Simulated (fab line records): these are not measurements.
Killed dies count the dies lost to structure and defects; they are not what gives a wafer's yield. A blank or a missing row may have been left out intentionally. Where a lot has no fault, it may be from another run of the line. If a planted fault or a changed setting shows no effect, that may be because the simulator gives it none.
2 desks, one fault / flow sky130 / only its own numbers are on each desk; what lay behind them is given at the end

== THE METROLOGY DESK ==
What the gauges read for every lot (on any tool): the sampled wafers with a number, averaged. If a lot's mean is further than 4 standard deviations from the usual mean, the lot is out of limits and carries the mark OUT (the distance appears in the brackets).
Columns: A = cd_nm at SKY_METAL3_CD_MEAS_13, usual 299.5 nm
lot=L349; first seen here=day 39 19:26; A=295.8
lot=L351; first seen here=day 39 21:32; A=298.8
lot=L350; first seen here=day 39 23:56; A=299.3
lot=L353; first seen here=day 40 10:08; A=300.0
lot=L354; first seen here=day 40 14:53; A=299.5
lot=L352; first seen here=day 40 17:48; A=302.4
lot=L355; first seen here=day 40 22:22; A=299.5
lot=L358; first seen here=day 41 21:43; A=300.8
lot=L359; first seen here=day 42 05:54; A=299.4
lot=L361; first seen here=day 42 08:18; A=300.7
lot=L366; first seen here=day 44 03:36; A=300.4
lot=L368; first seen here=day 44 11:13; A=299.7
lot=L371; first seen here=day 45 04:19; A=299.1
Finding of this desk: none of the 13 lots has anything out of limits.

== DESK OF THE TOOL OWNER: rie_metal-02 ==
The tool's own readings at SKY_METAL4_METAL_ETCH_18 (etches the open film in Cl2/BCl3, stops on SiO2, target depth 845 nm, time 183.1 s): means of the sampled wafers that have a number, for each lot that ran on this tool. If a lot's mean is further than 4 standard deviations from the usual mean, the lot is out of limits and carries the mark OUT (the distance appears in the brackets).
Columns: A = chamber_pressure_mTorr at SKY_METAL4_METAL_ETCH_18, usual 10.000 mTorr; B = drypump_motor_current_A at SKY_METAL4_METAL_ETCH_18, usual 5.6 A; C = he_backside_leak_sccm at SKY_METAL4_METAL_ETCH_18, usual 3.37 sccm; D = oes_product_au at SKY_METAL4_METAL_ETCH_18, usual 0.867 a.u.; E = throttle_valve_pct at SKY_METAL4_METAL_ETCH_18, usual 22.264 %
lot=L349; first seen here=day 43 07:56; A=10.005; B=5.7; C=3.55; D=0.867; E=22.266
lot=L352; first seen here=day 43 22:20; A=10.008; B=5.6; C=3.24; D=0.860; E=22.269
lot=L355; first seen here=day 44 01:20; A=10.009; B=5.8; C=3.30; D=0.867; E=22.259
lot=L358; first seen here=day 44 23:38; A=10.011; B=5.7; C=3.45; D=0.867; E=22.260
lot=L361; first seen here=day 45 09:32; A=9.994; B=6.1; C=3.74; D=0.858; E=22.263
Finding of this desk: none of the 5 lots has anything out of limits.

== BROUGHT TOGETHER ==
The metrology desk saw nothing out of limits.
The tool owner's desk saw nothing out of limits.

== WHAT THE SIMULATOR HAD PUT IN ==
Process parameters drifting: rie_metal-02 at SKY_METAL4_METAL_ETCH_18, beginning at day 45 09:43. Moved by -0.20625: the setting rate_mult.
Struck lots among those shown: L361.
